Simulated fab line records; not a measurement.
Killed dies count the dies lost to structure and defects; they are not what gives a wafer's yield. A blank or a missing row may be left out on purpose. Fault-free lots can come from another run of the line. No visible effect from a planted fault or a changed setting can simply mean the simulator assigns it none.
fab line records | flow sky130 | part 2 of 2: steps 30 to 40 of 40
record lots=5 | wafers=15 | last-day=49
route steps=708 shown VT_ADJUST_PCH@148 SONOS_TUNNEL@154 SONOS_ONO@168 GATE_OXIDE@187
lots with no fault: from the same line, run without faults
start-h: the number of hours between the record's first day and the start of the first shown wafer of the lot | wait-h: time in hours since the lot's previous step | " as in the row above | L1.1+2: one row covering several wafers at once | - either no value or no given start | * or withheld: withheld | < > ~ a bound
route shown NAME@n: names a module that has steps shown in the file, with the first one's number in the route | usual: average and standard deviation across the fault-free wafers | same: alike in all rows | chamber/n: place in a boat | sites: the reading at each site | _std_site: the standard deviation of these | _edge_site: mean of outer sites minus mean of inner sites | radius-mm: how far each site lies from the wafer's centre | mask NAME#n: copy n | behind: tool/chamber where the wafer was last shaped | hold: the reason the lot was held/the length of the hold in hours/how it ended | device: the n, p or np transistor that did not switch | end of line: tests of these same wafers at the route's end | where a step has no rows: the recipe by itself | killed: dies that structure and defects cost at the first sort, which is not the same as the wafer's yield | map: a wafer's dies, marking killed ones x, the rest . and places with no die _
set.NAME: the setting as run; set.NAME@STEP: as run at that earlier step | model.NAME: the simulator's own value behind a step, which no gauge read
a table for each step, a row for each wafer; lots at some steps of the route
services: the hour from which a tool's chamber was out of use, counted from the record's first day as start-h (under 0 if before that day), plus the number of hours and why
## steps
# step SKY_SONOS_ONO_SOFTBAKE_09
# recipe temp-c=90 | time-s=60 | resist=NOVOLAK
# usual plate-temp-C=89.98/0.12
lot.wafer | tool           | chamber | start-h | wait-h | plate-temp-C
L079.1    | litho-track-04 | 0       | 303.06  | 0.1    | 90.05
L079.3    | "              | 0       | "       | "      | 90.05
L079.4    | "              | 0       | "       | "      | 90.27
L082.2    | litho-track-01 | 0       | 328.82  | 0.1    | 89.74
L082.5    | "              | 0       | "       | "      | 89.79
L082.6    | "              | 0       | "       | "      | 89.86
L086.2    | litho-track-01 | 0       | 364.17  | 0.1    | 90.16
L086.3    | "              | 0       | "       | "      | 90.10
L086.6    | "              | 0       | "       | "      | 90.04
L091.2    | litho-track-01 | 0       | 403.17  | 0.1    | 89.90
L091.4    | "              | 0       | "       | "      | 89.93
L091.5    | "              | 0       | "       | "      | 90.05
L092.3    | litho-track-03 | 0       | 420.93  | 0.1    | 89.80
L092.4    | "              | 0       | "       | "      | 89.73
L092.6    | "              | 0       | "       | "      | 89.86
# step SKY_SONOS_ONO_EXPOSE_10
# recipe mask-id=ONOM | target-cd-nm=410 | na=0.6 | source-shape=conventional | sigma-outer=0.6 | dose-mj=150
# same sigma-outer=0.6
lot.wafer  | tool             | chamber | start-h | wait-h | mask
L079.1+3+4 | iline-stepper-02 | 0       | -       | -      | ONOM#0
L082.2+5+6 | iline-stepper-02 | 0       | -       | -      | ONOM#0
L086.2+3+6 | iline-stepper-02 | 0       | -       | -      | ONOM#0
L091.2+4+5 | iline-stepper-01 | 0       | -       | -      | ONOM#0
L092.3+4+6 | iline-stepper-01 | 0       | -       | -      | ONOM#0
# step SKY_SONOS_ONO_PEB_11
# recipe temp-c=withheld | time-s=* | resist=NOVOLAK
lot.wafer  | tool           | chamber | start-h | wait-h
L079.1+3+4 | litho-track-04 | 0       | -       | -
L082.2+5+6 | litho-track-04 | 0       | -       | -
L086.2+3+6 | litho-track-01 | 0       | -       | -
L091.2+4+5 | litho-track-01 | 0       | -       | -
L092.3+4+6 | litho-track-04 | 0       | -       | -
# step SKY_SONOS_ONO_DEVELOP_12
# recipe develop-time-s=60 | dev-temp-c=23
lot.wafer  | tool           | chamber | start-h | wait-h
L079.1+3+4 | litho-track-04 | 0       | 316.06  | 0.1
L082.2+5+6 | litho-track-04 | 0       | 342.89  | 0.1
L086.2+3+6 | litho-track-01 | 0       | 378.42  | 0.1
L091.2+4+5 | litho-track-01 | 0       | 417.22  | 0.1
L092.3+4+6 | litho-track-04 | 0       | 436.86  | 0.1
# step SKY_SONOS_ONO_CD_MEAS_13
# recipe target-cd-nm=410
# usual cd-nm=409.9/2.5
lot.wafer | tool      | chamber | start-h | wait-h | cd-nm
L079.1    | cd-sem-02 | -       | 316.21  | 0.1    | 408.6
L079.3    | "         | -       | "       | "      | 409.3
L079.4    | "         | -       | "       | "      | 407.9
L082.2    | cd-sem-01 | -       | 343.03  | 0.1    | 409.0
L082.5    | "         | -       | "       | "      | 408.4
L082.6    | "         | -       | "       | "      | 407.6
L086.2    | cd-sem-01 | -       | 378.57  | 0.1    | 409.6
L086.3    | "         | -       | "       | "      | 406.0
L086.6    | "         | -       | "       | "      | 407.0
L091.2    | cd-sem-01 | -       | 417.37  | 0.1    | 406.8
L091.4    | "         | -       | "       | "      | 407.0
L091.5    | "         | -       | "       | "      | 405.5
L092.3    | cd-sem-02 | -       | 437.00  | 0.1    | 407.9
L092.4    | "         | -       | "       | "      | 411.7
L092.6    | "         | -       | "       | "      | 412.9
# step SKY_SONOS_ONO_OVL_MEAS_14
# usual SONOS_ONO_OVL=0.9/1.2
lot.wafer | tool       | chamber | start-h | wait-h | SONOS_ONO_OVL[nm]
L079.1    | overlay-01 | -       | 316.33  | 0.1    | 0.7
L079.3    | "          | -       | "       | "      | 3.0
L079.4    | "          | -       | "       | "      | 0.4
L082.2    | overlay-01 | -       | 343.14  | 0.1    | 1.3
L082.5    | "          | -       | "       | "      | 2.0
L082.6    | "          | -       | "       | "      | 1.0
L086.2    | overlay-01 | -       | 378.67  | 0.1    | 0.8
L086.3    | "          | -       | "       | "      | 1.3
L086.6    | "          | -       | "       | "      | -0.3
L091.2    | overlay-01 | -       | 417.47  | 0.1    | 1.4
L091.4    | "          | -       | "       | "      | -0.2
L091.5    | "          | -       | "       | "      | 2.6
L092.3    | overlay-02 | -       | 437.09  | 0.1    | 0.7
L092.4    | "          | -       | "       | "      | 1.1
L092.6    | "          | -       | "       | "      | 2.2
# step SKY_SONOS_ONO_ETCH_15
# recipe target-depth-nm=19.52 | chemistry=CHF3/O2 | source-w=600 | bias-w=200 | pressure-mtorr=40 | chf3-flow-sccm=50 | O2_flow_sccm=5 | time-s=7.8
# usual chamber-pressure-mTorr=40.00/0.038 | drypump-motor-current-A=5.5/0.57 | oes-product-au=1.001/0.0086 | throttle-valve-pct=8.825/0.0093
lot.wafer | tool        | chamber | start-h | wait-h | chamber-pressure-mTorr | drypump-motor-current-A | oes-product-au | rf-hours-counter-h | throttle-valve-pct
L079.1    | rie-diel-03 | 3       | 316.37  | 0.0    | 39.99                  | 4.9                     | 0.990          | 66                 | 8.834
L079.3    | "           | 1       | "       | "      | 39.99                  | 5.4                     | 1.010          | 71                 | 8.827
L079.4    | "           | 0       | "       | "      | 40.04                  | 4.9                     | 0.986          | 93                 | 8.846
L082.2    | rie-diel-01 | 0       | 343.17  | 0.0    | 40.00                  | 5.9                     | 1.010          | 6                  | 8.828
L082.5    | "           | 3       | "       | "      | 39.99                  | 5.2                     | 0.986          | -                  | 8.834
L082.6    | "           | 0       | "       | "      | 39.98                  | 5.9                     | 1.012          | -                  | 8.828
L086.2    | rie-diel-03 | 0       | 378.70  | 0.0    | 39.96                  | 4.9                     | 1.000          | 94                 | 8.822
L086.3    | "           | 3       | "       | "      | 39.98                  | 4.8                     | 0.996          | 67                 | 8.827
L086.6    | "           | 3       | "       | "      | 39.96                  | 4.8                     | 0.991          | -                  | 8.831
L091.2    | rie-diel-01 | 2       | 417.50  | 0.0    | 40.07                  | 4.9                     | 1.008          | 3                  | 8.823
L091.4    | "           | 1       | "       | "      | 40.04                  | 5.6                     | 0.998          | 80                 | 8.815
L091.5    | "           | 3       | "       | "      | 39.96                  | 5.2                     | 0.989          | -                  | 8.814
L092.3    | rie-diel-01 | 1       | 437.12  | 0.0    | 40.05                  | 5.6                     | 1.000          | 80                 | 8.818
L092.4    | "           | 2       | "       | "      | 39.95                  | 4.9                     | 1.006          | 3                  | 8.814
L092.6    | "           | 3       | "       | "      | 39.95                  | 5.2                     | 0.990          | -                  | 8.836
# step SKY_SONOS_ONO_WET_ETCH_16
# recipe chemistry=dHF | target-depth-nm=14 | dry=n2-spin | target=SiO2 | dilution=100:1 | temp-c=25 | time-s=280
lot.wafer  | tool         | chamber | start-h | wait-h
L079.1+3+4 | wet-bench-04 | 3       | 316.39  | 0.0
L082.2+5+6 | wet-bench-03 | 1       | 343.19  | 0.0
L086.2+3+6 | wet-bench-02 | 0       | 378.72  | 0.0
L091.2+4+5 | wet-bench-03 | 1       | 417.52  | 0.0
L092.3+4+6 | wet-bench-04 | 1       | 437.14  | 0.0
# step SKY_SONOS_ONO_STRIP_17
# recipe chemistry=O2/N2 | power-w=1400 | pressure-mtorr=1500 | platen-temp-c=withheld | o2-flow-sccm=3000 | n2-flow-sccm=300 | overash-fraction=0.5
# usual chamber-pressure-mTorr=1500.0/1.4 | drypump-motor-current-A=5.73/0.24 | oes-product-au=0.710/0.0044 | strip-time-to-endpoint-s=14.13/0.043
lot.wafer | tool            | chamber | start-h | wait-h | chamber-pressure-mTorr | drypump-motor-current-A | oes-product-au | rf-hours-counter-h | strip-time-to-endpoint-s
L079.1    | plasma-asher-01 | 1       | 316.47  | 0.0    | 1499.6                 | 6.04                    | 0.709          | 66                 | 14.12
L079.3    | "               | 0       | "       | "      | 1500.1                 | 5.54                    | 0.719          | -                  | 14.10
L079.4    | "               | 1       | "       | "      | 1498.0                 | 6.09                    | 0.709          | -                  | 14.12
L082.2    | plasma-asher-01 | 0       | 343.27  | 0.0    | 1501.8                 | 5.53                    | 0.710          | 69                 | 14.10
L082.5    | "               | 1       | "       | "      | 1499.1                 | 6.02                    | 0.717          | -                  | 14.08
L082.6    | "               | 0       | "       | "      | 1500.5                 | 5.54                    | 0.702          | -                  | 14.09
L086.2    | plasma-asher-01 | 0       | 378.82  | 0.0    | 1501.0                 | 5.56                    | 0.720          | 73                 | 14.12
L086.3    | "               | 0       | "       | "      | 1500.7                 | 5.55                    | 0.705          | -                  | 14.11
L086.6    | "               | 0       | "       | "      | 1498.8                 | 5.57                    | 0.710          | -                  | 14.08
L091.2    | plasma-asher-02 | 1       | 417.61  | 0.0    | 1498.6                 | 5.55                    | 0.716          | 29                 | 14.10
L091.4    | "               | 0       | "       | "      | 1498.7                 | 5.43                    | 0.709          | -                  | 14.07
L091.5    | "               | 0       | "       | "      | 1499.2                 | 5.42                    | 0.712          | -                  | 14.06
L092.3    | plasma-asher-02 | 0       | 437.34  | 0.0    | 1500.2                 | 5.42                    | 0.708          | -                  | 14.20
L092.4    | "               | 1       | "       | "      | 1500.4                 | 5.56                    | 0.712          | -                  | 14.15
L092.6    | "               | 1       | "       | "      | 1501.2                 | 5.56                    | 0.707          | -                  | 14.18
# step SKY_SONOS_ONO_WET_ETCH_18
# recipe chemistry=H3PO4 | target-depth-nm=15 | target=Si3N4 | temp-c=160 | time-s=172
lot.wafer  | tool         | chamber | start-h | wait-h
L079.1+3+4 | wet-bench-03 | 2       | 316.57  | 0.1
L082.2+5+6 | wet-bench-02 | 1       | 343.37  | 0.1
L086.2+3+6 | wet-bench-04 | 1       | 378.92  | 0.1
L091.2+4+5 | wet-bench-03 | 1       | 417.71  | 0.1
L092.3+4+6 | wet-bench-02 | 0       | 437.41  | 0.0
# step SKY_GATE_OXIDE_CLEAN_00
# recipe chemistry=SC1/SC2 | mix=1:4:20 | temp-c=70 | time-s=150 | dry=n2-spin
lot.wafer  | tool         | chamber | start-h | wait-h
L079.1+3+4 | wet-bench-02 | 1       | 316.63  | 0.0
L082.2+5+6 | wet-bench-03 | 0       | 343.43  | 0.0
L086.2+3+6 | wet-bench-03 | 0       | 378.97  | 0.0
L091.2+4+5 | wet-bench-02 | 0       | 417.77  | 0.0
L092.3+4+6 | wet-bench-03 | 1       | 437.48  | 0.0
## services
tool             | chamber | start-h | hours | kind
wet-bench-02     | -       | 239.15  | 4.3   | repair
wet-bench-01     | -       | 257.61  | 1.9   | pm
furnace-01       | -       | 263.61  | 3.3   | pm
lpcvd-02         | -       | 265.07  | 2.8   | pm
implanter-03     | -       | 269.34  | 2.3   | repair
implanter-03     | -       | 272.41  | 4.3   | repair
iline-stepper-01 | -       | 274.29  | 1.7   | pm
furnace-01       | -       | 283.13  | 3.3   | pm
iline-stepper-02 | -       | 293.40  | 6.8   | repair
iline-stepper-02 | -       | 305.73  | 7.3   | repair
iline-stepper-02 | -       | 318.80  | 0.7   | repair
implanter-01     | -       | 328.94  | 4.8   | pm
plasma-asher-02  | -       | 345.39  | 1.0   | repair
rie-diel-01      | 2       | 359.92  | 5.6   | repair
rie-diel-01      | 1       | 360.18  | 5.2   | repair
iline-stepper-02 | -       | 372.19  | 6.5   | repair
iline-stepper-02 | -       | 378.69  | 1.7   | pm
implanter-03     | -       | 400.55  | 8.2   | pm
lpcvd-03         | -       | 407.99  | 1.0   | repair
wet-bench-02     | -       | 410.61  | 3.3   | repair
iline-stepper-02 | -       | 411.01  | 18.0  | repair
implanter-01     | -       | 412.87  | 2.2   | repair
plasma-asher-01  | -       | 421.25  | 9.0   | pm
implanter-03     | -       | 432.40  | 10.2  | pm
